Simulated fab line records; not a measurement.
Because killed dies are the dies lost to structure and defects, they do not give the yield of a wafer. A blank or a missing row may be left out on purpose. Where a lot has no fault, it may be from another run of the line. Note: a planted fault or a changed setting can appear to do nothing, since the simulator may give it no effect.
Which tool is to blame? + flow sky130 + 24 lots, 72 wafers sampled, at 6 steps of a route of 708

WHAT THE GAUGES SHOWED, per wafer
SKY_FIELD_ISO_BOW_MEAS_00.
| lot  | measured    | on            | INCOMING_BOW (um) |
|------|-------------|---------------|-------------------|
| L074 | day 1 10:00 | film metro-02 | 0 -13 6           |
| L075 | day 1 15:01 | film metro-04 | -9 2 -11          |
| L076 | day 1 20:01 | film metro-04 | 4 -9 -1           |
| L077 | day 2 01:01 | film metro-02 | 3 4 -2            |
| L078 | day 2 06:01 | film metro-01 | 12 4 4            |
| L079 | day 2 11:00 | film metro-04 | -9 -5 -4          |
| L080 | day 2 16:01 | film metro-02 | 2 1 -9            |
| L081 | day 2 21:00 | film metro-04 | 7 -6 -2           |
| L082 | day 3 02:00 | film metro-02 | -1 -3 -6          |
| L083 | day 3 07:00 | film metro-02 | 4 -9 5            |
| L084 | day 3 12:00 | film metro-02 | -1 -6 -3          |
| L085 | day 3 17:01 | film metro-01 | 3 0 -2            |
| L086 | day 3 22:01 | film metro-04 | -7 -2 4           |
| L087 | day 4 03:02 | film metro-04 | -14 -2 -7         |
| L088 | day 4 08:00 | film metro-02 | -3 4 2            |
| L089 | day 4 13:00 | film metro-02 | -2 3 8            |
| L090 | day 4 18:01 | film metro-04 | -4 -7 2           |
| L091 | day 4 23:02 | film metro-01 | -8 7 -15          |
| L092 | day 5 04:01 | film metro-01 | -10 2 -2          |
| L093 | day 5 09:04 | film metro-02 | 9 8 -1            |
| L094 | day 5 14:01 | film metro-01 | 0 12 3            |
| L095 | day 5 19:00 | film metro-01 | -4 -6 4           |
| L096 | day 6 00:01 | film metro-01 | -1 10 11          |
| L097 | day 6 05:02 | film metro-01 | 0 6 5             |

SKY_VT_ADJUST_LVTN_TW_MEAS_21.
| lot  | measured     | on            | VT_ADJUST_LVTN_2_TW |
|------|--------------|---------------|---------------------|
| L074 | day 8 04:30  | film metro-02 | 185.4 186.5 185.5   |
| L075 | day 8 06:08  | film metro-03 | 186.8 185.9 187.2   |
| L076 | day 8 14:31  | film metro-02 | 185.6 186.0 185.9   |
| L077 | day 8 15:01  | film metro-04 | 190.5 189.7 189.7   |
| L078 | day 9 00:23  | film metro-03 | 187.0 187.3 187.8   |
| L079 | day 9 04:22  | film metro-02 | 186.3 187.0 187.2   |
| L080 | day 9 19:04  | film metro-02 | 186.7 186.7 186.7   |
| L081 | day 9 16:56  | film metro-03 | 187.5 186.9 186.7   |
| L082 | day 10 00:47 | film metro-03 | 187.3 186.5 187.4   |
| L083 | day 10 10:06 | film metro-02 | 186.9 186.8 186.8   |
| L084 | day 10 16:19 | film metro-03 | 188.3 187.7 187.5   |
| L085 | day 10 22:41 | film metro-04 | 191.1 190.7 190.9   |
| L086 | day 11 05:37 | film metro-03 | 188.3 187.2 188.4   |
| L087 | day 11 11:51 | film metro-03 | 188.2 187.6 187.1   |
| L088 | day 11 16:53 | film metro-02 | 187.3 186.8 187.7   |
| L089 | day 12 01:59 | film metro-04 | 189.1 189.5 189.8   |
| L090 | day 12 10:46 | film metro-04 | 189.6 189.5 189.7   |
| L091 | day 12 13:49 | film metro-03 | 187.1 187.3 186.9   |
| L092 | day 12 19:52 | film metro-04 | 188.9 188.4 188.5   |
| L093 | day 13 03:16 | film metro-03 | 188.0 188.7 188.3   |
| L094 | day 13 10:28 | film metro-02 | 186.1 186.4 187.3   |
| L095 | day 13 22:58 | film metro-03 | 187.8 188.1 188.0   |
| L096 | day 14 03:01 | film metro-03 | 188.5 187.1 187.7   |
| L097 | day 14 11:53 | film metro-02 | 187.1 186.0 187.5   |

SKY_VT_ADJUST_HVTR_OVL_MEAS_08.
| lot  | measured     | on         | VT_ADJUST_HVTR_OVL (nm) |
|------|--------------|------------|-------------------------|
| L074 | day 9 23:25  | overlay-01 | -0.1 0.5 -0.2           |
| L075 | day 10 01:47 | overlay-02 | -2.1 -1.4 -1.8          |
| L076 | day 10 11:01 | overlay-01 | 0.1 0.8 2.3             |
| L077 | day 10 11:20 | overlay-02 | -2.1 -1.1 0.3           |
| L078 | day 10 21:29 | overlay-01 | -0.4 -1.3 -0.3          |
| L079 | day 11 00:53 | overlay-02 | -2.0 -3.5 -1.5          |
| L080 | day 11 16:23 | overlay-01 | -2.2 0.3 0.5            |
| L081 | day 11 14:47 | overlay-02 | 0.2 0.1 0.9             |
| L082 | day 11 23:58 | overlay-02 | 0.7 1.3 0.6             |
| L083 | day 12 09:55 | overlay-01 | 0.3 1.3 0.2             |
| L084 | day 12 16:02 | overlay-02 | -2.8 -3.0 -3.2          |
| L085 | day 12 23:31 | overlay-02 | 1.0 -1.1 -1.1           |
| L086 | day 13 06:23 | overlay-01 | 1.7 -1.1 -0.1           |
| L087 | day 13 13:14 | overlay-01 | 0.8 -1.0 2.9            |
| L088 | day 13 17:04 | overlay-01 | 0.7 0.6 0.2             |
| L089 | day 14 04:10 | overlay-01 | 0.7 0.6 1.1             |
| L090 | day 14 13:19 | overlay-02 | -1.7 -1.9 -3.1          |
| L091 | day 14 17:41 | overlay-01 | 1.7 2.5 2.0             |
| L092 | day 14 23:31 | overlay-01 | 1.0 0.6 -0.3            |
| L093 | day 15 07:29 | overlay-01 | -0.6 0.2 1.1            |
| L094 | day 15 15:17 | overlay-01 | -0.3 -0.1 -0.5          |
| L095 | day 16 03:17 | overlay-02 | -0.2 -2.2 -3.3          |
| L096 | day 16 08:31 | overlay-01 | -1.6 -2.1 0.2           |
| L097 | day 16 17:17 | overlay-02 | -2.4 -1.4 0.3           |

SKY_LI_CONTACT_CD_MEAS_12: the cd target is 170 nm.
| lot  | measured     | on        | cd nm (nm)        |
|------|--------------|-----------|-------------------|
| L074 | day 29 18:17 | cd sem-01 | 168.4 170.9 170.0 |
| L075 | day 29 20:56 | cd sem-01 | 172.3 172.1 172.1 |
| L076 | day 30 19:10 | cd sem-01 | 170.7 170.3 169.4 |
| L077 | day 30 17:19 | cd sem-02 | 173.7 173.2 172.5 |
| L078 | day 31 02:08 | cd sem-02 | 168.5 168.5 168.0 |
| L079 | day 31 03:41 | cd sem-02 | 170.2 170.9 170.2 |
| L080 | day 31 16:40 | cd sem-02 | 169.8 169.4 170.3 |
| L081 | day 31 13:44 | cd sem-01 | 169.9 169.8 170.0 |
| L082 | day 32 01:20 | cd sem-01 | 170.7 169.8 170.7 |
| L083 | day 32 12:43 | cd sem-01 | 170.2 170.9 169.6 |
| L084 | day 32 21:44 | cd sem-01 | 168.5 169.0 169.3 |
| L085 | day 33 02:52 | cd sem-01 | 171.5 168.6 170.2 |
| L086 | day 33 08:40 | cd sem-02 | 168.3 168.5 168.6 |
| L087 | day 33 17:17 | cd sem-01 | 167.5 169.9 168.3 |
| L088 | day 34 00:17 | cd sem-01 | 167.0 168.0 168.4 |
| L089 | day 34 06:10 | cd sem-01 | 169.0 170.8 170.0 |
| L090 | day 34 18:07 | cd sem-02 | 169.4 170.5 170.4 |
| L091 | day 34 18:02 | cd sem-01 | 168.9 169.1 169.5 |
| L092 | day 35 02:17 | cd sem-02 | 172.3 171.2 171.4 |
| L093 | day 35 12:33 | cd sem-01 | 170.8 171.1 170.0 |
| L094 | day 35 13:38 | cd sem-01 | 170.9 171.8 170.5 |
| L095 | day 36 03:38 | cd sem-02 | 171.0 170.1 167.9 |
| L096 | day 36 11:13 | cd sem-01 | 170.7 169.4 171.2 |
| L097 | day 36 15:38 | cd sem-01 | 169.2 167.0 168.5 |

WHICH TOOL RAN EACH LOT (tool, then ch and the chambers of the sampled wafers, then the start)
| lot  | SKY_LDD_HVN_STRIP_09                 | SKY_LI_CONTACT_CMP_02         |
|------|--------------------------------------|-------------------------------|
| L074 | plasma asher-01 ch 1, day 21 00:10   | cmp-01 ch 1,2,3, day 28 13:40 |
| L075 | plasma asher-02 ch 0,1, day 21 03:16 | cmp-01 ch 0,1, day 28 15:49   |
| L076 | plasma asher-02 ch 0,1, day 22 01:23 | cmp-01 ch 1,2,3, day 29 14:25 |
| L077 | plasma asher-01 ch 0,1, day 21 22:43 | cmp-01 ch 0,1, day 29 12:29   |
| L078 | plasma asher-03 ch 0,1, day 22 11:13 | cmp-02 ch 0,3, day 29 21:49   |
| L079 | plasma asher-02 ch 0,1, day 22 12:28 | cmp-02 ch 0,2,3, day 29 23:28 |
| L080 | plasma asher-03 ch 0,1, day 23 04:25 | cmp-01 ch 1,2,3, day 30 13:17 |
| L081 | plasma asher-02 ch 0,1, day 22 23:32 | cmp-01 ch 1,2,3, day 30 08:55 |
| L082 | plasma asher-02 ch 1, day 23 11:37   | cmp-01 ch 0,2, day 30 21:28   |
| L083 | plasma asher-02 ch 0,1, day 24 01:38 | cmp-02 ch 0,2,3, day 31 09:04 |
| L084 | plasma asher-03 ch 0,1, day 24 08:12 | cmp-02 ch 1,2,3, day 31 17:54 |
| L085 | plasma asher-02 ch 0,1, day 24 15:48 | cmp-01 ch 0,2,3, day 31 22:26 |
| L086 | plasma asher-01 ch 0,1, day 24 21:42 | cmp-02 ch 1,2, day 32 04:35   |
| L087 | plasma asher-02 ch 0,1, day 25 09:37 | cmp-01 ch 1,3, day 32 14:34   |
| L088 | plasma asher-03 ch 0,1, day 25 13:38 | cmp-02 ch 0,2,3, day 32 21:20 |
| L089 | plasma asher-02 ch 0, day 25 23:31   | cmp-01 ch 0,1,2, day 33 03:49 |
| L090 | plasma asher-02 ch 0, day 26 10:55   | cmp-02 ch 1,2,3, day 33 15:50 |
| L091 | plasma asher-03 ch 0,1, day 26 10:43 | cmp-01 ch 1,3, day 33 15:31   |
| L092 | plasma asher-01 ch 0,1, day 26 19:53 | cmp-02 ch 0,1,2, day 33 23:28 |
| L093 | plasma asher-02 ch 0,1, day 27 06:57 | cmp-02 ch 0,1, day 34 09:07   |
| L094 | plasma asher-01 ch 0,1, day 27 09:42 | cmp-01 ch 0,2, day 34 10:46   |
| L095 | plasma asher-02 ch 0,1, day 28 00:04 | cmp-02 ch 1,2, day 35 01:07   |
| L096 | plasma asher-03 ch 0,1, day 28 07:31 | cmp-02 ch 0,3, day 35 08:13   |
| L097 | plasma asher-02 ch 0,1, day 28 12:45 | cmp-02 ch 1,2, day 35 13:23   |
- SKY_LDD_HVN_STRIP_09: strips in O2/N2.
- SKY_LI_CONTACT_CMP_02: polishes PSG.

AS READ BY THE TOOLS THEMSELVES (means over the sampled wafers that have a number; for cases with no such wafer, the mark the record gives instead)
SKY_LDD_HVN_STRIP_09.
| lot  | tool            | drypump motor current A (A) | n2 flow sccm (sccm) | oes product au (a.u.) | strip time to endpoint s (s) |
|------|-----------------|-----------------------------|---------------------|-----------------------|------------------------------|
| L074 | plasma asher-01 | 5.3                         | 299.7               | 0.409                 | 4.116                        |
| L075 | plasma asher-02 | 5.4                         | 300.2               | 0.408                 | 4.146                        |
| L076 | plasma asher-02 | 5.7                         | 299.6               | 0.410                 | 4.135                        |
| L077 | plasma asher-01 | 5.3                         | 300.3               | 0.412                 | 4.139                        |
| L078 | plasma asher-03 | 5.6                         | 299.6               | 0.409                 | 4.139                        |
| L079 | plasma asher-02 | 5.4                         | 299.2               | 0.407                 | 4.132                        |
| L080 | plasma asher-03 | 5.6                         | 300.1               | 0.409                 | 4.140                        |
| L081 | plasma asher-02 | 5.7                         | 299.3               | 0.406                 | 4.124                        |
| L082 | plasma asher-02 | 5.9                         | 300.0               | 0.408                 | 4.132                        |
| L083 | plasma asher-02 | 5.4                         | 300.8               | 0.409                 | 4.136                        |
| L084 | plasma asher-03 | 5.6                         | 299.5               | 0.408                 | 4.161                        |
| L085 | plasma asher-02 | 5.6                         | 299.5               | 0.409                 | 4.116                        |
| L086 | plasma asher-01 | 5.3                         | 299.9               | 0.409                 | 4.139                        |
| L087 | plasma asher-02 | 5.4                         | 301.0               | 0.408                 | 4.150                        |
| L088 | plasma asher-03 | 5.9                         | 300.0               | 0.413                 | 4.127                        |
| L089 | plasma asher-02 | 5.2                         | 299.5               | 0.409                 | 4.137                        |
| L090 | plasma asher-02 | 5.2                         | 300.7               | 0.412                 | 4.134                        |
| L091 | plasma asher-03 | 5.6                         | 299.5               | 0.406                 | 4.111                        |
| L092 | plasma asher-01 | 5.3                         | 299.2               | 0.408                 | 4.136                        |
| L093 | plasma asher-02 | 5.4                         | 300.4               | 0.405                 | 4.146                        |
| L094 | plasma asher-01 | 5.4                         | 300.1               | 0.409                 | 4.136                        |
| L095 | plasma asher-02 | 5.4                         | 299.7               | 0.409                 | 4.115                        |
| L096 | plasma asher-03 | 5.9                         | 299.4               | 0.410                 | 4.130                        |
| L097 | plasma asher-02 | 5.6                         | 300.0               | 0.402                 | 4.127                        |

SKY_LI_CONTACT_CMP_02.
| lot  | tool   | head pressure psi (psi) | motor current A (A) | time to endpoint s (s) |
|------|--------|-------------------------|---------------------|------------------------|
| L074 | cmp-01 | 4.007                   | 12.5                | 33                     |
| L075 | cmp-01 | 3.998                   | 10.8                | 31                     |
| L076 | cmp-01 | 4.004                   | 13.0                | 34                     |
| L077 | cmp-01 | 3.998                   | 11.7                | 31                     |
| L078 | cmp-02 | 4.003                   | 10.2                | 32                     |
| L079 | cmp-02 | 3.995                   | 11.4                | 32                     |
| L080 | cmp-01 | 4.005                   | 12.5                | 35                     |
| L081 | cmp-01 | 3.996                   | 12.9                | 34                     |
| L082 | cmp-01 | 3.997                   | 11.5                | 31                     |
| L083 | cmp-02 | 4.005                   | 11.3                | 34                     |
| L084 | cmp-02 | 3.998                   | 11.4                | 31                     |
| L085 | cmp-01 | 4.001                   | 11.7                | 34                     |
| L086 | cmp-02 | 4.000                   | 11.2                | 30                     |
| L087 | cmp-01 | 3.998                   | 12.6                | 34                     |
| L088 | cmp-02 | 3.995                   | 11.3                | 29                     |
| L089 | cmp-01 | 3.999                   | 11.1                | 32                     |
| L090 | cmp-02 | 4.004                   | 11.6                | 30                     |
| L091 | cmp-01 | 3.996                   | 12.8                | 32                     |
| L092 | cmp-02 | 4.004                   | 11.5                | 29                     |
| L093 | cmp-02 | 4.000                   | 10.7                | 30                     |
| L094 | cmp-01 | 4.005                   | 11.0                | 33                     |
| L095 | cmp-02 | 3.994                   | 11.9                | 30                     |
| L096 | cmp-02 | 4.008                   | 10.6                | 29                     |
| L097 | cmp-02 | 3.997                   | 11.5                | 31                     |

THE ANSWER, worked out from the rows above alone
Rule: the lots themselves supply what counts as usual. The widest of any qualifying gaps counts: lots, ordered by their means at a reading, are off when they make up no more than a third of the lots, leave a main group of 4 or more, and stand apart from it by 3 or more times the standard deviation of that group's means. A main group is skipped when, at the precision printed for the reading in the tables above, its means are all equal. Also off: a lot with no number at a reading for which 4 or more lots have one. The other lots that the step has rows for count as sound. After the gauges, taken in route order, come the tools' own readings; for these a lot's mean is taken, as printed above. At the first step where some lot is off, the reading lying furthest off is the one used; lots without a number count as furthest.
No lot is off at any reading shown: from this, nothing can be told.

WHAT WAS PUT IN BY THE SIMULATOR
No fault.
